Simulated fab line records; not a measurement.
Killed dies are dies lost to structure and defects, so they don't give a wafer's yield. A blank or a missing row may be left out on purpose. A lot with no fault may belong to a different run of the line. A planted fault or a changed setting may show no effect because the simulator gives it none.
fab line records	flow sky130
record: lots: 14	wafers: 42	last-day: 50
route steps=708 shown METAL3@568 PAD_OPEN@708
lots that met no fault: from a run of the same line without faults
start-h: hours from the record's first day to the start of the lot's first wafer shown	wait-h: hours from the lot's prior step to this one	" repeats the value in the row above	L1.1+2: a single row standing in for several wafers	- value missing, or start not given	* or withheld: withheld	< > ~ a bound
route shown NAME@n: NAME is a module with steps in the file, n the number in the route of the first one	usual: mean and standard deviation over wafers with no fault	same: alike in all rows	chamber/n: place in a boat	sites: per-site readings	_std_site: how widely they spread, as a standard deviation	_edge_site: outer sites' mean less inner sites'	radius-mm: for every site, how far away it sits from the centre of the wafer	mask NAME#n: copy n	behind: tool/chamber where the wafer was last shaped	hold: what put the lot on hold/how long, in hours/how the hold closed	device: transistor that didn't switch, given as n, p or np	end of line: the route-end tests of the same wafers	where a step has no rows: the recipe by itself	killed: count of dies lost to structure and defects at first sort (not the wafer's yield)	map: dies across one wafer; x = killed, . = not, _ = none there
set.NAME: the setting the step ran with; set.NAME@STEP: the setting that earlier step ran with	model.NAME: the simulator's own value behind a step, which no gauge read
route steps across a sampled set of lots; one table per step, one row per wafer
services: the hour from which a tool's chamber was out of use, counted from the record's first day as start-h (under 0 if before that day), plus the number of hours and why
== steps ==
step: SKY_METAL3_METAL_ETCH_18
recipe: target-depth-a: 8450	stop-on: SiO2	over-etch-frac: 0.3	time-s: 183.1	chemistry: Cl2/BCl3	resist-sidewall-deg: 88	pressure-mtorr: 10	icp-w: 900	bias-w: 48.5	Cl2_flow_sccm: 60	bcl3-flow-sccm: 30
usual: drypump-motor-current-A: 5.3/0.37	oes-product-au: 0.867/0.0061	over-etch-frac: 0.3/0	throttle-valve-pct: 22.265/0.0086
lot.wafer	tool	chamber	start-h	wait-h	drypump-motor-current-A	oes-product-au	over-etch-frac	rf-hours-counter-h	throttle-valve-pct
L361.2	rie-metal-01	0	904.98	0.0	5.4	0.873	0.3	15	22.249
L361.5	"	1	"	"	5.6	0.870	0.3	-	22.271
L361.6	"	0	"	"	5.4	0.869	0.3	-	22.263
L360.1	rie-metal-01	0	906.65	0.0	5.4	0.873	0.3	15	22.259
L360.3	"	0	"	"	5.4	0.873	0.3	-	22.267
L360.5	"	1	"	"	5.6	0.873	0.3	-	22.271
L362.4	rie-metal-03	0	912.01	0.1	5.3	0.858	0.3	-	22.263
L362.5	"	0	"	"	5.4	0.858	0.3	-	22.262
L362.6	"	1	"	"	5.9	0.860	0.3	-	22.272
L363.2	rie-metal-02	1	931.28	0.0	4.8	0.863	0.3	13	22.257
L363.3	"	0	"	"	5.2	0.864	0.3	-	22.264
L363.4	"	1	"	"	4.8	0.875	0.3	-	22.274
L365.1	rie-metal-02	0	938.63	0.0	5.2	0.861	0.3	3	22.256
L365.2	"	1	"	"	4.8	0.868	0.3	13	22.278
L365.4	"	0	"	"	5.2	0.872	0.3	-	22.286
L364.1	rie-metal-02	0	942.05	0.0	5.2	0.883	0.3	4	22.260
L364.3	"	0	"	"	5.2	0.863	0.3	-	22.274
L364.5	"	1	"	"	4.8	0.866	0.3	-	22.250
L366.3	rie-metal-01	0	942.77	0.1	5.4	0.871	0.3	-	22.274
L366.4	"	1	"	"	5.6	0.874	0.3	-	22.247
L366.6	"	0	"	"	5.4	0.864	0.3	-	22.265
L371.2	rie-metal-02	0	977.37	0.0	5.2	0.867	0.3	6	22.257
L371.3	"	0	"	"	5.2	0.875	0.3	-	22.282
L371.6	"	1	"	"	4.8	0.856	0.33779	-	22.269
L374.1	rie-metal-02	1	998.07	0.0	4.8	0.843	0.33779	17	22.261
L374.4	"	1	"	"	4.8	0.854	0.33779	-	22.263
L374.6	"	0	"	"	5.2	0.872	0.3	-	22.269
L375.2	rie-metal-03	1	1007.97	0.0	5.9	0.863	0.3	20	22.255
L375.3	"	1	"	"	5.9	0.857	0.3	-	22.260
L375.5	"	0	"	"	5.3	0.872	0.3	-	22.269
L376.1	rie-metal-03	0	1013.01	0.0	5.3	0.882	0.3	10	22.269
L376.5	"	1	"	"	5.9	0.877	0.3	-	22.275
L376.6	"	0	"	"	5.3	0.871	0.3	-	22.272
L379.1	rie-metal-01	1	1034.52	0.0	5.6	0.879	0.3	15	22.257
L379.4	"	0	"	"	5.5	0.869	0.3	-	22.249
L379.5	"	1	"	"	5.6	0.871	0.3	-	22.274
L381.2	rie-metal-03	0	1045.51	0.1	5.4	0.860	0.3	-	22.265
L381.3	"	0	"	"	5.4	0.861	0.3	-	22.252
L381.5	"	0	"	"	5.3	0.862	0.3	-	22.271
L382.1	rie-metal-01	1	1046.82	0.0	5.6	0.860	0.3	16	22.271
L382.3	"	1	"	"	5.6	0.879	0.3	-	22.267
L382.5	"	1	"	"	5.6	0.871	0.3	-	22.276
step: SKY_PAD_OPEN_PROBE_99
usual: defect-limited-yield: 82.5/1.9	killed_at_M0_to_M3: 43/7.2	killed_at_M4_up: 3.3/2	killed-at-contacts: 25/5.8	killed-at-front-end: 15/4.5	killed-at-other: 0.3/0.62	killed-dies: 86/9.4	killed-on-rim: 17/3.7	killed-open: 47/7.1	killed-short: 39/6	sort_bin_3_pad_short: 0.9/0.4	sort_bin_5_function: 10.4/1.4	sort_bin_6_memory: 6.2/1.1	sort_bin_8_speed: 0.7/1.4	sort-n-pass: 402/11	sort-yield-pct: 81.7/2.2
same: gross-dies: 492	killed-at-back-side: 0	sort_bin_4_leakage[%]: 0
lot.wafer	tool	chamber	start-h	wait-h	defect-limited-yield[%]	killed_at_M0_to_M3	killed_at_M4_up	killed-at-contacts	killed-at-front-end	killed-at-other	killed-dies	killed-on-rim	killed-open	killed-short	sort_bin_3_pad_short[%]	sort_bin_5_function[%]	sort_bin_6_memory[%]	sort_bin_8_speed[%]	sort-n-pass	sort-yield-pct[%]
L361.2	prober-02	-	1077.05	0.1	84.8	40	3	17	15	0	75	16	32	43	0.8	8.9	5.5	2.6	404	82.1
L361.5	prober-02	-	1077.20	0.2	83.3	31	2	31	18	0	82	19	40	41	1.0	10.0	5.7	0	410	83.3
L361.6	prober-02	-	1077.25	0.2	85.4	40	0	18	14	0	72	22	38	34	0.8	10.4	3.5	0	420	85.4
L360.1	prober-01	-	1080.99	0.1	78.0	58	3	40	6	1	108	19	60	48	0	13.2	8.7	0.4	382	77.6
L360.3	prober-01	-	1081.09	0.2	79.9	62	3	25	9	0	99	23	52	47	1.0	11.2	7.9	0.8	389	79.1
L360.5	prober-01	-	1081.19	0.2	83.1	53	2	19	8	1	83	19	45	38	0.2	12.0	4.7	1.8	400	81.3
L362.4	prober-01	-	1086.35	0.2	82.5	47	5	17	16	1	86	17	50	35	0.6	10.4	6.5	0.8	402	81.7
L362.5	prober-01	-	1086.40	0.2	83.5	46	5	20	10	0	81	15	42	39	0.8	10.2	5.5	0	411	83.5
L362.6	prober-01	-	1086.45	0.2	81.9	51	1	18	18	1	89	12	49	39	1.0	12.8	4.3	0.4	401	81.5
L363.2	prober-02	-	1101.31	0.1	78.3	49	3	35	19	1	107	20	57	48	0.6	12.2	8.9	0	385	78.3
L363.3	prober-02	-	1101.36	0.2	80.5	43	2	31	20	0	96	23	52	44	1.0	12.2	6.3	0	396	80.5
L363.4	prober-02	-	1101.41	0.2	79.3	51	4	27	19	1	102	16	56	44	1.0	13.0	6.7	0	390	79.3
L365.1	prober-01	-	1107.14	0.1	84.6	29	5	30	12	0	76	13	32	44	0.8	9.1	5.5	0.6	413	83.9
L365.2	prober-01	-	1107.19	0.1	84.1	34	3	23	17	1	78	17	41	37	0.8	10.0	5.1	0.2	413	83.9
L365.4	prober-01	-	1107.29	0.2	81.5	41	1	32	17	0	91	16	49	42	0.2	11.8	6.5	0	401	81.5
L364.1	prober-02	-	1110.01	0.1	86.8	28	4	15	18	0	65	16	32	33	0.8	8.1	4.3	0.6	424	86.2
L364.3	prober-02	-	1110.11	0.2	80.1	54	1	18	25	0	98	23	48	50	0.8	11.2	7.9	0.4	392	79.7
L364.5	prober-02	-	1110.21	0.2	81.9	48	2	20	19	0	89	13	46	41	0.6	10.2	7.3	0.2	402	81.7
L366.3	prober-01	-	1111.61	0.2	82.5	48	5	18	14	1	86	18	47	39	0.4	10.6	6.5	0.2	405	82.3
L366.4	prober-01	-	1111.66	0.2	83.9	40	1	28	10	0	79	12	42	37	0.6	9.8	5.7	0.4	411	83.5
L366.6	prober-01	-	1111.76	0.2	83.3	48	7	17	9	1	82	21	41	41	0.8	9.3	6.5	0	410	83.3
L371.2	prober-02	-	1139.44	0.1	80.9	40	7	32	15	0	94	15	51	43	0.8	9.1	9.1	0	398	80.9
L371.3	prober-02	-	1139.49	0.2	83.5	42	1	23	15	0	81	13	46	35	0.8	10.8	4.9	0.4	409	83.1
L371.6	prober-02	-	1139.64	0.2	82.9	47	3	25	9	0	84	13	51	33	1.0	11.6	4.5	0	408	82.9
L374.1	prober-01	-	1155.57	0.1	82.7	40	3	31	11	0	85	23	54	31	0.6	10.4	6.3	0.6	404	82.1
L374.4	prober-01	-	1155.72	0.2	82.1	51	6	22	9	0	88	20	39	49	1.8	11.2	4.9	0.2	403	81.9
L374.6	prober-01	-	1155.82	0.2	82.5	41	6	25	14	0	86	13	46	39	1.2	10.0	6.3	0.2	405	82.3
L375.2	prober-02	-	1162.32	0.1	84.1	43	4	24	7	0	78	19	38	38	1.0	8.3	6.5	0.2	413	83.9
L375.3	prober-02	-	1162.37	0.2	80.9	48	7	27	12	0	94	21	47	43	1.2	11.6	6.3	0.4	396	80.5
L375.5	prober-02	-	1162.47	0.2	80.5	48	2	32	13	1	96	20	51	45	0.4	12.8	6.3	0.6	393	79.9
L376.1	prober-01	-	1165.04	0.1	85.8	42	1	10	17	0	70	15	32	37	1.0	8.3	4.9	0.8	418	85.0
L376.5	prober-01	-	1165.24	0.2	83.5	38	0	30	12	1	81	21	45	35	1.8	11.0	3.7	0	411	83.5
L376.6	prober-01	-	1165.29	0.2	85.0	41	2	18	11	2	74	16	40	34	1.0	7.5	6.5	2.8	404	82.1
L379.1	prober-02	-	1183.11	0.1	83.9	43	3	21	11	1	79	17	40	39	0.8	10.8	4.5	1.0	408	82.9
L379.4	prober-02	-	1183.26	0.2	84.1	33	3	22	19	1	78	23	44	34	1.0	9.3	5.5	1.4	407	82.7
L379.5	prober-02	-	1183.31	0.2	85.4	32	5	20	15	0	72	14	46	26	0.8	9.8	4.1	0.8	416	84.6
L381.2	prober-02	-	1189.94	0.1	79.9	54	1	27	17	0	99	15	55	44	0.8	13.0	6.3	1.6	385	78.3
L381.3	prober-02	-	1189.99	0.2	80.5	46	1	39	9	1	96	15	56	40	0.6	10.8	8.1	1.2	390	79.3
L381.5	prober-02	-	1190.09	0.2	80.1	45	4	32	17	0	98	15	56	42	0.6	12.4	6.9	0	394	80.1
L382.1	prober-01	-	1192.33	0.1	78.0	48	10	28	21	1	108	16	50	58	0.8	13.8	7.3	0	384	78.0
L382.3	prober-01	-	1192.43	0.2	82.5	40	4	30	12	0	86	19	48	38	0.6	10.0	6.9	0.4	404	82.1
L382.5	prober-01	-	1192.53	0.2	80.5	45	5	30	16	0	96	18	57	39	0.6	12.4	6.5	0	396	80.5
killed by level:class
L361.2 VIA1:geometric-particle:open=12 METAL2:geometric-particle:short=8 METAL1:geometric-particle:short=7 LI_CONTACT:geometric-particle:open=5 CONTACT:geometric-particle:open=5 FIELD_ISO:geometric-particle:short=4 VIA1:geometric-particle:short=4 METAL4:geometric-particle:short=3
L361.5 CONTACT:geometric-particle:open=8 CONTACT:geometric-particle:short=8 VIA2:geometric-particle:open=8 VIA1:geometric-particle:open=7 LI_CONTACT:geometric-particle:open=5 LI_CONTACT:geometric-particle:short=4 LOCAL_INTERCONNECT:geometric-particle:short=4 FIELD_ISO:geometric-particle:short=3
L361.6 VIA1:geometric-particle:open=10 CONTACT:geometric-particle:short=6 METAL1:geometric-particle:short=6 FIELD_ISO:geometric-particle:short=5 FIELD_ISO:geometric-particle:open=4 LI_CONTACT:geometric-particle:open=4 CONTACT:geometric-particle:open=4 METAL2:geometric-particle:open=4
L360.1 LI_CONTACT:geometric-particle:open=16 VIA1:geometric-particle:open=15 CONTACT:geometric-particle:open=10 VIA2:geometric-particle:open=8 VIA1:geometric-particle:short=7 LOCAL_INTERCONNECT:geometric-particle:short=6 METAL1:geometric-particle:short=6 VIA3:geometric-particle:open=6
L360.3 VIA1:geometric-particle:open=20 METAL2:geometric-particle:short=8 CONTACT:geometric-particle:open=8 VIA1:geometric-particle:short=8 VIA3:geometric-particle:short=7 FIELD_ISO:geometric-particle:open=6 LI_CONTACT:geometric-particle:open=5 CONTACT:geometric-particle:short=5
L360.5 VIA1:geometric-particle:open=11 VIA2:geometric-particle:open=9 VIA1:geometric-particle:short=8 LI_CONTACT:geometric-particle:open=7 VIA3:geometric-particle:short=7 CONTACT:geometric-particle:open=5 VIA3:geometric-particle:open=5 METAL1:geometric-particle:short=4
L362.4 VIA1:geometric-particle:open=15 VIA2:geometric-particle:open=9 FIELD_ISO:geometric-particle:open=6 LI_CONTACT:geometric-particle:open=6 METAL2:geometric-particle:short=6 VIA3:geometric-particle:open=5 METAL1:geometric-particle:short=4 CONTACT:geometric-particle:open=4
L362.5 VIA1:geometric-particle:open=12 VIA1:geometric-particle:short=7 CONTACT:geometric-particle:open=6 CONTACT:geometric-particle:short=6 METAL1:geometric-particle:short=6 LI_CONTACT:geometric-particle:open=5 VIA2:geometric-particle:open=5 METAL2:geometric-particle:short=4
L362.6 VIA1:geometric-particle:open=14 VIA1:geometric-particle:short=9 VIA2:geometric-particle:open=7 LI_CONTACT:geometric-particle:open=7 METAL2:geometric-particle:short=6 POLY_GATE:geometric-particle:open=5 POLY_GATE:geometric-particle:short=5 METAL1:geometric-particle:short=4
L363.2 CONTACT:geometric-particle:open=14 LI_CONTACT:geometric-particle:open=9 METAL2:geometric-particle:short=9 VIA1:geometric-particle:open=8 METAL1:geometric-particle:short=7 POLY_GATE:geometric-particle:open=6 VIA2:geometric-particle:open=6 POLY_GATE:geometric-particle:short=5
L363.3 CONTACT:geometric-particle:open=16 POLY_GATE:geometric-particle:short=7 VIA3:geometric-particle:open=7 VIA1:geometric-particle:open=7 FIELD_ISO:geometric-particle:open=6 LI_CONTACT:geometric-particle:open=6 VIA1:geometric-particle:short=6 VIA2:geometric-particle:open=5
L363.4 VIA1:geometric-particle:open=11 CONTACT:geometric-particle:open=11 METAL1:geometric-particle:short=9 VIA2:geometric-particle:open=9 LI_CONTACT:geometric-particle:open=6 VIA1:geometric-particle:short=6 VIA3:geometric-particle:open=5 FIELD_ISO:geometric-particle:open=4
L365.1 CONTACT:geometric-particle:open=9 CONTACT:geometric-particle:short=7 VIA1:geometric-particle:open=5 POLY_GATE:geometric-particle:short=5 LI_CONTACT:geometric-particle:open=5 LOCAL_INTERCONNECT:geometric-particle:short=5 METAL3:geometric-particle:short=5 LI_CONTACT:geometric-particle:short=4
L365.2 CONTACT:geometric-particle:open=12 POLY_GATE:geometric-particle:open=5 METAL2:geometric-particle:short=5 LI_CONTACT:geometric-particle:open=5 VIA1:geometric-particle:short=5 METAL1:geometric-particle:open=4 VIA1:geometric-particle:open=4 VIA3:geometric-particle:short=4
L365.4 VIA1:geometric-particle:open=12 LI_CONTACT:geometric-particle:open=9 CONTACT:geometric-particle:open=9 FIELD_ISO:geometric-particle:short=7 CONTACT:geometric-particle:short=7 METAL1:geometric-particle:short=6 VIA2:geometric-particle:open=5 VIA1:geometric-particle:short=5
L364.1 POLY_GATE:geometric-particle:short=6 VIA3:geometric-particle:open=6 POLY_GATE:geometric-particle:open=5 LOCAL_INTERCONNECT:geometric-particle:short=5 VIA1:geometric-particle:open=5 METAL3:geometric-particle:short=4 CONTACT:geometric-particle:open=4 METAL1:geometric-particle:short=4
L364.3 VIA1:geometric-particle:open=15 METAL1:geometric-particle:short=7 POLY_GATE:geometric-particle:short=6 FIELD_ISO:geometric-particle:open=5 VIA2:geometric-particle:open=5 LOCAL_INTERCONNECT:geometric-particle:short=5 VIA1:geometric-particle:short=5 METAL2:geometric-particle:short=5
L364.5 VIA2:geometric-particle:open=11 VIA1:geometric-particle:open=8 POLY_GATE:geometric-particle:open=6 METAL1:geometric-particle:short=6 CONTACT:geometric-particle:open=6 METAL2:geometric-particle:short=6 VIA1:geometric-particle:short=5 FIELD_ISO:geometric-particle:short=4
L366.3 VIA1:geometric-particle:open=9 LI_CONTACT:geometric-particle:open=6 CONTACT:geometric-particle:open=6 METAL1:geometric-particle:short=6 VIA1:geometric-particle:short=6 VIA2:geometric-particle:open=6 VIA3:geometric-particle:open=5 FIELD_ISO:geometric-particle:short=4
L366.4 CONTACT:geometric-particle:open=13 VIA1:geometric-particle:open=7 METAL2:geometric-particle:short=7 CONTACT:geometric-particle:short=6 VIA2:geometric-particle:open=6 LI_CONTACT:geometric-particle:open=5 METAL1:geometric-particle:short=4 METAL3:geometric-particle:short=4
L366.6 VIA3:geometric-particle:open=17 METAL1:geometric-particle:short=7 VIA1:geometric-particle:open=7 METAL4:geometric-particle:short=6 LI_CONTACT:geometric-particle:open=5 METAL2:geometric-particle:short=5 POLY_GATE:geometric-particle:open=4 LOCAL_INTERCONNECT:geometric-particle:short=3
L371.2 CONTACT:geometric-particle:open=13 VIA1:geometric-particle:open=10 VIA3:geometric-particle:open=8 LI_CONTACT:geometric-particle:open=6 METAL1:geometric-particle:short=6 FIELD_ISO:geometric-particle:open=5 CONTACT:geometric-particle:short=5 METAL2:geometric-particle:short=5
L371.3 CONTACT:geometric-particle:open=13 VIA3:geometric-particle:open=8 CONTACT:geometric-particle:short=7 VIA1:geometric-particle:short=7 VIA1:geometric-particle:open=7 VIA2:geometric-particle:open=6 FIELD_ISO:geometric-particle:short=5 POLY_GATE:geometric-particle:open=5
L371.6 VIA1:geometric-particle:open=17 CONTACT:geometric-particle:open=13 VIA1:geometric-particle:short=6 VIA3:geometric-particle:open=5 LOCAL_INTERCONNECT:geometric-particle:short=4 METAL1:geometric-particle:short=4 FIELD_ISO:geometric-particle:open=3 POLY_GATE:geometric-particle:short=3
L374.1 LI_CONTACT:geometric-particle:open=13 VIA1:geometric-particle:open=12 CONTACT:geometric-particle:open=9 METAL1:geometric-particle:short=5 VIA3:geometric-particle:open=4 VIA1:geometric-particle:short=4 VIA2:geometric-particle:open=4 FIELD_ISO:geometric-particle:open=3
L374.4 VIA1:geometric-particle:open=18 METAL1:geometric-particle:short=8 CONTACT:geometric-particle:open=6 LI_CONTACT:geometric-particle:short=5 CONTACT:geometric-particle:short=5 VIA1:geometric-particle:short=5 METAL2:geometric-particle:short=5 LI_CONTACT:geometric-particle:open=4
L374.6 VIA1:geometric-particle:open=15 CONTACT:geometric-particle:open=11 METAL1:geometric-particle:short=7 CONTACT:geometric-particle:short=6 POLY_GATE:geometric-particle:open=5 VIA1:geometric-particle:short=4 VIA2:geometric-particle:short=4 METAL4:geometric-particle:short=4
L375.2 CONTACT:geometric-particle:open=9 VIA1:geometric-particle:short=8 METAL1:geometric-particle:short=7 VIA1:geometric-particle:open=6 VIA3:geometric-particle:short=6 VIA2:geometric-particle:open=6 LI_CONTACT:geometric-particle:open=4 VIA3:geometric-particle:open=4
L375.3 VIA1:geometric-particle:open=14 CONTACT:geometric-particle:open=9 LI_CONTACT:geometric-particle:open=8 METAL1:geometric-particle:short=7 VIA3:geometric-particle:open=6 VIA1:geometric-particle:short=6 METAL2:geometric-particle:short=6 POLY_GATE:geometric-particle:short=4
L375.5 LOCAL_INTERCONNECT:geometric-particle:short=10 VIA3:geometric-particle:open=10 CONTACT:geometric-particle:open=9 VIA1:geometric-particle:open=9 VIA2:geometric-particle:open=7 LI_CONTACT:geometric-particle:open=6 METAL1:geometric-particle:short=5 VIA1:geometric-particle:short=5
L376.1 VIA1:geometric-particle:open=12 METAL1:geometric-particle:short=8 VIA3:geometric-particle:open=8 POLY_GATE:geometric-particle:short=7 FIELD_ISO:geometric-particle:short=5 FIELD_ISO:geometric-particle:open=4 VIA3:geometric-particle:short=4 VIA2:geometric-particle:open=4
L376.5 CONTACT:geometric-particle:open=15 VIA2:geometric-particle:open=9 LI_CONTACT:geometric-particle:short=6 VIA3:geometric-particle:short=6 FIELD_ISO:geometric-particle:open=5 VIA3:geometric-particle:open=4 CONTACT:geometric-particle:short=4 VIA1:geometric-particle:open=4
L376.6 VIA1:geometric-particle:open=15 FIELD_ISO:geometric-particle:short=5 LI_CONTACT:geometric-particle:open=5 CONTACT:geometric-particle:open=5 VIA1:geometric-particle:short=5 LOCAL_INTERCONNECT:geometric-particle:short=4 METAL2:geometric-particle:short=4 CONTACT:geometric-particle:short=3
L379.1 VIA2:geometric-particle:open=9 VIA1:geometric-particle:open=8 CONTACT:geometric-particle:short=6 CONTACT:geometric-particle:open=6 LOCAL_INTERCONNECT:geometric-particle:short=5 METAL1:geometric-particle:short=5 VIA1:geometric-particle:short=4 POLY_GATE:geometric-particle:short=4
L379.4 CONTACT:geometric-particle:open=10 VIA1:geometric-particle:open=6 LI_CONTACT:geometric-particle:open=5 METAL2:geometric-particle:short=5 FIELD_ISO:geometric-particle:short=4 FIELD_ISO:geometric-particle:open=4 POLY_GATE:geometric-particle:short=4 METAL1:geometric-particle:short=4
L379.5 VIA3:geometric-particle:open=8 CONTACT:geometric-particle:open=8 VIA1:geometric-particle:open=7 LOCAL_INTERCONNECT:geometric-particle:short=6 POLY_GATE:geometric-particle:open=5 LI_CONTACT:geometric-particle:open=5 VIA2:geometric-particle:open=5 POLY_GATE:geometric-particle:short=3
L381.2 VIA1:geometric-particle:open=17 VIA2:geometric-particle:open=8 LI_CONTACT:geometric-particle:open=7 METAL1:geometric-particle:short=7 LI_CONTACT:geometric-particle:short=6 VIA3:geometric-particle:short=6 METAL2:geometric-particle:short=5 POLY_GATE:geometric-particle:open=5
L381.3 LI_CONTACT:geometric-particle:open=12 CONTACT:geometric-particle:open=12 VIA1:geometric-particle:open=12 VIA2:geometric-particle:open=7 LOCAL_INTERCONNECT:geometric-particle:short=6 METAL1:geometric-particle:short=6 METAL3:geometric-particle:short=6 METAL2:geometric-particle:short=5
L381.5 LI_CONTACT:geometric-particle:open=11 CONTACT:geometric-particle:open=10 VIA1:geometric-particle:open=9 VIA3:geometric-particle:open=8 VIA2:geometric-particle:open=8 FIELD_ISO:geometric-particle:open=6 LOCAL_INTERCONNECT:geometric-particle:short=6 METAL1:geometric-particle:short=5
L382.1 LI_CONTACT:geometric-particle:open=10 VIA1:geometric-particle:open=8 METAL4:geometric-particle:short=8 CONTACT:geometric-particle:short=7 VIA1:geometric-particle:short=7 POLY_GATE:geometric-particle:open=6 CONTACT:geometric-particle:open=6 VIA2:geometric-particle:open=6
L382.3 CONTACT:geometric-particle:open=13 LI_CONTACT:geometric-particle:open=9 VIA1:geometric-particle:open=9 METAL3:geometric-particle:short=8 VIA2:geometric-particle:short=6 VIA3:geometric-particle:open=6 CONTACT:geometric-particle:short=5 VIA2:geometric-particle:open=5
L382.5 CONTACT:geometric-particle:open=13 VIA2:geometric-particle:open=10 VIA1:geometric-particle:open=9 METAL1:geometric-particle:short=8 CONTACT:geometric-particle:short=6 LI_CONTACT:geometric-particle:open=6 VIA3:geometric-particle:open=6 METAL2:geometric-particle:short=5
== services ==
tool	chamber	start-h	hours	kind
rie-metal-01	-	907.06	2.8	pm
rie-metal-03	0	921.33	12.8	repair
rie-metal-02	1	921.34	1.1	repair
rie-metal-03	0	955.49	9.2	repair
rie-metal-02	0	1008.87	22.0	repair
rie-metal-01	0	1039.05	-	clean
rie-metal-01	0	1039.05	16.4	scheduled-down
rie-metal-01	0	1039.05	16.4	vent-cycle
rie-metal-03	1	1041.66	-	clean
rie-metal-03	1	1041.66	14.1	scheduled-down
rie-metal-03	1	1041.66	14.1	vent-cycle
== key ==
first-sign: step: SKY_METAL3_METAL_ETCH_18	reading: over-etch-frac	direction: up	sigmas: 99+	usual: 0.3	struck: 0.33779
effect: step: SKY_METAL3_METAL_ETCH_18	reading: oes-product-au	direction: down	sigmas: 2.5	usual: 0.867	struck: 0.851
met-at SKY_METAL3_METAL_ETCH_18
struck-lots L371,L374
struck-wafers L371.6,L374.1,L374.4
onset-between 942.05 977.37
fault: kind: process-parameter-drift	tool: rie-metal-02	chamber: 1	onset-h: 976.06	steps: SKY_METAL3_METAL_ETCH_18	channel: over-etch-frac	offset: 0.037795	shape: step	end-h: 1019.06	acts-in: these-recipes-only	stated: 0.3
